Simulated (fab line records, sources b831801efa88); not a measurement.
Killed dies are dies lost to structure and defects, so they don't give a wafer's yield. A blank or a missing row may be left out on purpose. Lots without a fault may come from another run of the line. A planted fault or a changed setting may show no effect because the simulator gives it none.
Which tool did it? | flow sky130 | 14 lots, 42 wafers sampled, at 3 steps of a route of 708

WHAT THE GAUGES READ, wafer by wafer
SKY_SONOS_ONO_CD_MEAS_13: target cd 410 nm.
lot  | measured     | on        | cd_nm (nm)
L361 | day 12 13:03 | cd_sem-01 | 408.7 409.5 407.4
L362 | day 12 22:44 | cd_sem-01 | 406.8 406.9 406.6
L364 | day 13 14:49 | cd_sem-02 | 406.2 406.9 407.5
L365 | day 13 22:14 | cd_sem-02 | 410.6 410.6 409.9
L366 | day 14 11:26 | cd_sem-01 | 409.2 409.8 409.9
L368 | day 15 22:26 | cd_sem-02 | 411.3 410.9 410.7
L369 | day 15 22:12 | cd_sem-01 | 410.3 408.5 408.9
L370 | day 15 22:46 | cd_sem-01 | 411.4 411.9 409.5
L371 | day 16 01:40 | cd_sem-01 | 410.5 410.2 412.3
L373 | day 16 21:26 | cd_sem-01 | 411.9 412.4 410.3
L375 | day 17 07:20 | cd_sem-01 | 408.1 408.9 407.9
L379 | day 18 13:51 | cd_sem-01 | 408.1 407.0 408.4
L380 | day 19 02:09 | cd_sem-01 | 408.9 407.0 409.4
L381 | day 19 15:35 | cd_sem-02 | 406.3 407.5 406.0

SKY_SONOS_ONO_OVL_MEAS_14.
lot  | measured     | on         | SONOS_ONO_OVL (nm)
L361 | day 12 13:10 | overlay-02 | 2.0 0.8 1.2
L362 | day 12 22:51 | overlay-02 | -0.2 -0.2 0.6
L364 | day 13 14:55 | overlay-02 | -0.7 -0.4 0.4
L365 | day 13 22:22 | overlay-01 | -0.3 -2.7 -2.0
L366 | day 14 11:33 | overlay-02 | 1.2 0.9 -0.7
L368 | day 15 22:34 | overlay-02 | 3.3 0.8 3.0
L369 | day 15 22:19 | overlay-01 | -0.8 1.4 -1.1
L370 | day 15 22:52 | overlay-01 | 1.6 0.6 -0.9
L371 | day 16 01:46 | overlay-02 | -0.7 -0.8 -0.8
L373 | day 16 21:34 | overlay-01 | -0.5 0.8 0.6
L375 | day 17 07:27 | overlay-01 | 0.5 0.3 -0.7
L379 | day 18 13:58 | overlay-01 | 0.4 1.3 2.4
L380 | day 19 02:16 | overlay-01 | -1.6 -1.0 1.1
L381 | day 19 15:42 | overlay-02 | 0.2 0.7 -1.6

WHICH TOOL RAN EACH LOT (tool, then ch and the chambers of the sampled wafers, then the start)
lot  | SKY_PWDE_STRIP_09
L361 | plasma_asher-04 ch 1, day 3 19:37
L362 | plasma_asher-01 ch 0,1, day 4 00:07
L364 | plasma_asher-02 ch 0,1, day 4 11:31
L365 | plasma_asher-04 ch 0,1, day 4 19:55
L366 | plasma_asher-02 ch 0,1, day 5 06:10
L368 | plasma_asher-04 ch 1, day 5 19:22
L369 | plasma_asher-04 ch 0,1, day 5 21:19
L370 | plasma_asher-01 ch 1, day 6 04:58
L371 | plasma_asher-04 ch 0,1, day 6 07:18
L373 | plasma_asher-01 ch 0,1, day 6 20:22
L375 | plasma_asher-02 ch 0,1, day 7 04:25
L379 | plasma_asher-02 ch 0,1, day 8 01:43
L380 | plasma_asher-02 ch 0,1, day 8 07:34
L381 | plasma_asher-04 ch 0,1, day 8 16:16
- SKY_PWDE_STRIP_09: strips in O2/N2.

WHAT THE TOOLS THEMSELVES READ (means of the sampled wafers that have a number; where no wafer has one, the mark that the record gives instead)
SKY_PWDE_STRIP_09.
lot  | tool            | drypump_motor_current_A (A) | oes_product_au (a.u.) | strip_time_to_endpoint_s (s)
L361 | plasma_asher-04 | 4.7                         | 0.722                 | 36.99
L362 | plasma_asher-01 | 5.9                         | 0.721                 | 36.84
L364 | plasma_asher-02 | 5.6                         | 0.717                 | 36.85
L365 | plasma_asher-04 | 6.0                         | 0.719                 | 37.01
L366 | plasma_asher-02 | 5.4                         | 0.728                 | 36.87
L368 | plasma_asher-04 | 4.7                         | 0.723                 | 36.88
L369 | plasma_asher-04 | 5.4                         | 0.727                 | 36.88
L370 | plasma_asher-01 | 6.2                         | 0.724                 | 37.05
L371 | plasma_asher-04 | 6.0                         | 0.722                 | 37.02
L373 | plasma_asher-01 | 5.5                         | 0.723                 | 36.92
L375 | plasma_asher-02 | 5.4                         | 0.719                 | 36.90
L379 | plasma_asher-02 | 5.6                         | 0.725                 | 36.89
L380 | plasma_asher-02 | 5.4                         | 0.729                 | 36.86
L381 | plasma_asher-04 | 5.4                         | 0.723                 | 37.04

THE ANSWER, worked out from the rows above alone
Rule: what is usual is taken from the lots themselves. Put in order of their means at a reading, lots are off if they are a third of the lots or fewer, leave a main group of 4 or more, and stand apart from it by a gap of 3 or more times the standard deviation of the main group's means; of several such gaps the widest counts. A main group whose means are all the same, to the digits that the tables above print for the reading, isn't used. A lot without any number at a reading at which 4 lots or more have one is off too. The other lots that the step has rows for count as sound. The gauges are gone through in route order, then the tools' own readings, and for those a lot's mean is taken as printed above. The first step at which some lot is off is used, and at that step the reading that is off furthest; a lot without a number counts as furthest.
No lot is off at any reading shown: from this, nothing can be told.

WHAT THE SIMULATOR HAD PUT IN
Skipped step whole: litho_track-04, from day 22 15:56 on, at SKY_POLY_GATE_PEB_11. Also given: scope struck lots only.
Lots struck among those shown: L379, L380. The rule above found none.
